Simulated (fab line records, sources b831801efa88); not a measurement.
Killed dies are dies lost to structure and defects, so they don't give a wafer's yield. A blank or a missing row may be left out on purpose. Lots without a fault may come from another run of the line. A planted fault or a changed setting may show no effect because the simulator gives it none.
Problem report in the 8D (eight disciplines) form, filled by code | flow gf180mcu | the parts of the form that need people (team, actions taken, sign-off) are left out

1. THE PROBLEM
run_length_s at GF_STI_WET_ETCH_17 reads a mean of 868 s on 6 wafers of 2 lots; wafers without a fault read 541 s with a standard deviation of 3.2. That is +99 or more standard deviations from the usual mean.
The step: etches Si3N4 in H3PO4, target depth 45 nm, time 514 s.
First seen on wafer L686.2, day 5 11:59, on wet_bench-02. The record holds 42 wafers of 14 lots with a number at this step. Rule for "out", or "out of limits": more than 4 standard deviations from the usual mean. The other wafers with a number count as sound.

2. WHAT IT IS AND WHAT IT IS NOT
question                    | is                     | is not
which readings at this step | run_length_s           | -
which lots                  | L686, L687             | L670, L671, L672, L673, L675, L676, L678, L683, L688, L690, L692, L693
which wafers of those lots  | all that have a number | -
read on which tools         | wet_bench-02           | wet_bench-01, wet_bench-03
when                        | from day 5 11:59       | up to then (24 sound wafers); but 12 sound wafers of L688, L690, L692, L693 came after

3. SUSPECTS, AND WHAT RULES EACH OUT
Counting: a tool at a process step up to the reading stays a suspect if it ran every lot that is out and no sound lot after the first of them.
- wet_bench-02 at GF_STI_WET_ETCH_17 (etches Si3N4 in H3PO4, target depth 45 nm, time 514 s): kept. It ran every lot that is out, first L686 (day 5 11:59), and no sound lot after that; its last sound lot up to then is L683 (day 4 22:58). Its own readings are out on those wafers: run_length_s.
Left after counting: wet_bench-02 at GF_STI_WET_ETCH_17.

4. THE CAUSE (what the simulator had put in)
Process parameter drift: wet_bench-02, from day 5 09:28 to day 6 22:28, at GF_STI_WET_ETCH_17. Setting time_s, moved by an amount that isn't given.
Counting left only this tool.

5. THE CHAIN OF EFFECTS, in route order
Each row: a reading whose mean over the struck wafers that have a number lies more than 3 standard deviations from the usual. Only readings for which the record gives a usual standard deviation are gone through. hours: the time from each lot's start at the first step in this table that gives one to its start at this step, as a median over the lots. sigmas: the change in usual standard deviations.
hours | step               | reading      | usual | on struck wafers | change | sigmas
0     | GF_STI_WET_ETCH_17 | run_length_s | 541 s | 868              | +326   | +99 or more
The process steps in it:
- GF_STI_WET_ETCH_17: etches Si3N4 in H3PO4, target depth 45 nm, time 514 s.
Later measuring or inspecting steps at which every struck wafer that the step has a row for has a number for every such reading, and none has moved that far: GF_HV_LDD_TW_MEAS_38, GF_SALICIDE_THK_MEAS_05.

6. WHAT WOULD HAVE CAUGHT IT SOONER
In this record the first reading out of limits was taken at day 5 11:59, 3 hours after the fault began at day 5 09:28.
